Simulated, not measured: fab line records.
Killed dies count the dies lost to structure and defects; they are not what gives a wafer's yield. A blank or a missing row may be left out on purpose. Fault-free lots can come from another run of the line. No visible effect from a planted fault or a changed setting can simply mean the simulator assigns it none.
Problem report in the 8D (eight disciplines) form, filled by code | flow sky130 | the parts of the form that need people (team, actions taken, sign-off) are left out

1. PROBLEM STATEMENT
Mean VT_ADJUST_LVTN_OVL at SKY_VT_ADJUST_LVTN_OVL_MEAS_07: 190.2 nm over 9 wafers in 3 lots; fault-free wafers: 0.1 nm, standard deviation 1.2. So: +99 or more standard deviations from the usual mean.
Seen first at day 10 23:16 on overlay-02, wafer L688.1. At this step, 21 wafers from 7 lots have a number in the record. Rule for "out" (also "out of limits"): further than 4 standard deviations from the usual mean. Any other wafer with a number is counted as sound.

2. WHAT IT IS, WHAT IT ISN'T
question                    | is                     | is not
which readings at this step | VT_ADJUST_LVTN_OVL     | -
which lots                  | L688, L691, L695       | L677, L683, L694, L696
which wafers of those lots  | all that have a number | -
read on which gauges        | overlay-02             | overlay-01
when                        | from day 10 23:16      | up to then (6 sound wafers); but 6 sound wafers of L694, L696 came after

3. SUSPECTS, AND WHAT RULES EACH OUT
Counting: any tool at a process step up to the reading is kept as a suspect provided that every lot that is out went through it and no sound lot did after the first of them.
- the gauge at SKY_VT_ADJUST_LVTN_OVL_MEAS_07: kept. All the wafers that are out were read on overlay-02, and no step on other tools shows them out.
- iline stepper-02 at SKY_VT_ADJUST_LVTN_EXPOSE_04 (exposes mask NWM COMPLEMENT LESS NATIVE, target cd 840 nm): kept. All lots that are out passed through it, beginning with L688 at day 10 11:22, and no sound lot followed; its final sound lot before that point was L683 at day 9 03:36.
What counting leaves: iline stepper-02 at SKY_VT_ADJUST_LVTN_EXPOSE_04 and overlay-02 at SKY_VT_ADJUST_LVTN_OVL_MEAS_07.

4. THE CAUSE (what the simulator had put in)
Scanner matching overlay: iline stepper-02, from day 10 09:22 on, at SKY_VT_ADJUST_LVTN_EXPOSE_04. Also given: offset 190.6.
2 suspects survive the count, and this tool is in that group.

5. SEQUENCE OF EFFECTS, ordered by route
Rows list readings where the struck wafers' mean (over those with a number) sits beyond 3 standard deviations from the usual. Only readings whose record carries a usual standard deviation are examined. hours: median over the lots of the time between each lot's start at the first step of this table that gives one and its start at this step. sigmas: the change, counted in usual standard deviations.
hours | step                           | reading            | usual  | on struck wafers | change | sigmas
0     | SKY_VT_ADJUST_LVTN_OVL_MEAS_07 | VT_ADJUST_LVTN_OVL | 0.1 nm | 190.2            | +190.1 | +99 or more

6. HOW IT WOULD HAVE BEEN CAUGHT EARLIER
The first out-of-limits reading at a measuring or inspecting step in this record came at day 10 23:16, 14 hours after the fault's start at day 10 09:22.
Lots out: 3; of these, L691, L695 started SKY_VT_ADJUST_LVTN_EXPOSE_04 on iline stepper-02 after day 10 23:16. A hold on the tool at that time would have spared those 2.
